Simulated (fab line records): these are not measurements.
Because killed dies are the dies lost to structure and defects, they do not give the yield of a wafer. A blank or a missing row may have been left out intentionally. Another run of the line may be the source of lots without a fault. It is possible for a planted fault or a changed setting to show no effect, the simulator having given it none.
Matching of chambers ; flow gf180mcu ; GF_CONTACT_CMP_04 on cmp-02 has 4 sister chambers
The step polishes SiO2. 4 wafers are shown with their chamber, then 7 later ones without.

## WAFERS WITH THEIR CHAMBER
wafer;chamber;motor_current_A (A)
L301.2;1;11.9
L301.6;3;10.8
L303.1;0;11.1
L303.4;2;11.1

## WAFERS WITH NO CHAMBER GIVEN
wafer;motor_current_A (A)
L303.5;11.3
L304.2;11.5
L304.3;11.5
L304.6;10.9
L305.1;11.9
L305.5;11.6
L305.6;10.8

## EACH ONE'S CHAMBER
wafer;from the rows above;in truth
L303.5;can't be placed: 0 or 2 or 3 or 1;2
L304.2;can't be placed: 0 or 1 or 2 or 3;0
L304.3;can't be placed: 0 or 1 or 2 or 3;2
L304.6;can't be placed: 3 or 0 or 2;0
L305.1;1;1
L305.5;can't be placed: 1 or 0 or 2 or 3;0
L305.6;can't be placed: 3 or 0 or 2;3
Correctly placed: 1 of 7. Not placeable from these rows: 6 (in 6, the candidates include the true chamber). Wrongly placed: 0.
How it was worked out, from the rows above alone: a wafer's distance from a chamber is the root of the sum, over the readings, of the square of ((its reading less the chamber's mean) divided by the reading's scatter). If the next closest chamber is less than 2 further off than the closest, the wafer can't be placed; otherwise it belongs to the closest. The mean given for a chamber averages the wafers shown for that chamber. The scatter: root of mean squared gap, hidden wafer to nearest shown wafer, with one shown wafer a chamber.
